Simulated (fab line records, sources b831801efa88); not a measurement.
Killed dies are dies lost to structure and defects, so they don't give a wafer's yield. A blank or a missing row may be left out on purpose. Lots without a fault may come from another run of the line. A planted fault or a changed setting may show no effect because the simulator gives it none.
One fault seen from 2 desks | flow sky130 | each desk has only its own numbers; what lay behind them comes last

THE METROLOGY DESK
What the gauges read, lot by lot, whatever tool the lot ran on: means of the sampled wafers that have a number. A lot is out of limits, marked OUT, if its mean lies more than 4 standard deviations from the usual mean; the brackets give that distance.
Columns: A = SONOS_ONO_CVD_02_THK at SKY_SONOS_ONO_THK_MEAS_03, usual 10.54 nm; B = SONOS_ONO_OVL at SKY_SONOS_ONO_OVL_MEAS_14, usual 0.1 nm; C = SD_N_OVL at SKY_SD_N_OVL_MEAS_08, usual -0.2 nm
lot  | first seen here | A     | B    | C
L689 | day 11 19:37    | 10.29 | 0.6  | -0.4
L690 | day 11 19:38    | 10.65 | 0.6  | -0.5
L691 | day 12 07:43    | 10.58 | -0.2 | 1.4
L692 | day 12 14:34    | 10.55 | -1.2 | -0.5
L693 | day 12 20:33    | 10.35 | 2.5  | -2.0
L696 | day 14 02:33    | 10.51 | 1.4  | 0.6
L697 | day 14 06:14    | 10.55 | -1.9 | -1.4
L700 | day 15 02:14    | 10.52 | 1.5  | 1.2
L705 | day 17 01:40    | 10.67 | 0.9  | 0.8
L707 | day 17 09:10    | 10.71 | -0.6 | 1.4
L708 | day 17 17:33    | 10.60 | -0.8 | -2.4
L710 | day 18 14:01    | 10.36 | -0.5 | 0.9
L711 | day 19 03:13    | 10.25 | 1.1  | 0.7
L712 | day 19 07:14    | 10.55 | 0.1  | -1.2
This desk's finding: nothing out of limits on any of the 14 lots.

THE TOOL OWNER'S DESK: litho_track-04
The tool's own readings at SKY_RES_XHIGH_DEHYDRATE_00 (time 60 s): means of the sampled wafers that have a number, for each lot that ran on this tool. A lot is out of limits, marked OUT, if its mean lies more than 4 standard deviations from the usual mean; the brackets give that distance.
Columns: A = heater_power_total_W at SKY_RES_XHIGH_DEHYDRATE_00, usual 160.38 W; B = plate_temp_C at SKY_RES_XHIGH_DEHYDRATE_00, usual 200.02 C
lot  | first seen here | A                | B
L689 | day 26 05:56    | 160.51           | 200.10
L690 | day 26 15:24    | 160.38           | 200.11
L692 | day 27 06:45    | 160.47           | 200.02
L696 | day 29 07:50    | 165.57 (+43) OUT | 205.23 (+33) OUT
L697 | day 29 09:21    | 165.63 (+44) OUT | 205.17 (+32) OUT
L707 | day 31 22:12    | 160.45           | 200.25
This desk's finding: out of limits on L696, L697; first on L696, day 29 07:50 (heater_power_total_W at SKY_RES_XHIGH_DEHYDRATE_00). In limits: L689, L690, L692, L707.

PUT TOGETHER
The tool owner's desk could have raised an alarm at day 29 07:50, on L696, L697.
The metrology desk saw nothing out of limits.
The metrology desk has L696, L697 on record, within its limits.
Of the lots named, all ran SKY_RES_XHIGH_DEHYDRATE_00 on litho_track-04.

WHAT THE SIMULATOR HAD PUT IN
Process parameter drift: litho_track-04, from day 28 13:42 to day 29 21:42, at SKY_RES_XHIGH_DEHYDRATE_00. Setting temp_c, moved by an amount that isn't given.
Lots struck among those shown: L696, L697.
Hours from the fault's start to each desk's first reading out of limits: the tool owner's desk, 18.
